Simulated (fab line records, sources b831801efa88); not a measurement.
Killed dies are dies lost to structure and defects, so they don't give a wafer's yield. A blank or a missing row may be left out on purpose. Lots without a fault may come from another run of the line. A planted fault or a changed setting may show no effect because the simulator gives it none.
Chamber matching | flow gf180mcu | GF_V1_ETCH_16 on rie_diel-02: 4 sister chambers
The step etches BARC in N2/H2. 4 wafers are shown with their chamber, then 7 later ones without.

WAFERS WITH THEIR CHAMBER
wafer  | chamber | throttle_valve_pct (%)
L086.1 | 0       | 13.243
L086.6 | 2       | 13.215
L088.2 | 3       | 13.211
L088.3 | 1       | 13.233

WAFERS WITHOUT THEIR CHAMBER
wafer  | throttle_valve_pct (%)
L088.6 | 13.240
L091.2 | 13.213
L091.3 | 13.220
L091.4 | 13.221
L095.2 | 13.223
L095.3 | 13.232
L095.4 | 13.226

WHICH CHAMBER EACH WENT THROUGH
wafer  | from the rows above               | in truth
L088.6 | can't be placed: 0 or 1           | 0
L091.2 | can't be placed: 3 or 2           | 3
L091.3 | can't be placed: 2 or 3 or 1      | 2
L091.4 | can't be placed: 2 or 3 or 1      | 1
L095.2 | can't be placed: 2 or 1 or 3      | 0
L095.3 | can't be placed: 1 or 0           | 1
L095.4 | can't be placed: 1 or 2 or 3 or 0 | 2
Placed correctly: 0 of 7. Can't be placed from these rows: 7 (the true chamber is among the candidates in 6). Placed wrongly: 0.
How it was worked out, from the rows above alone: a wafer's distance from a chamber is the root of the sum, over the readings, of the square of ((its reading less the chamber's mean) divided by the reading's scatter). The wafer belongs to the nearest chamber; if the next one is less than 2 further off, it can't be placed. A chamber's mean is the mean of its shown wafers. The scatter: with one shown wafer a chamber, the root of the mean of the squares of how far each hidden wafer lies from its nearest shown one.
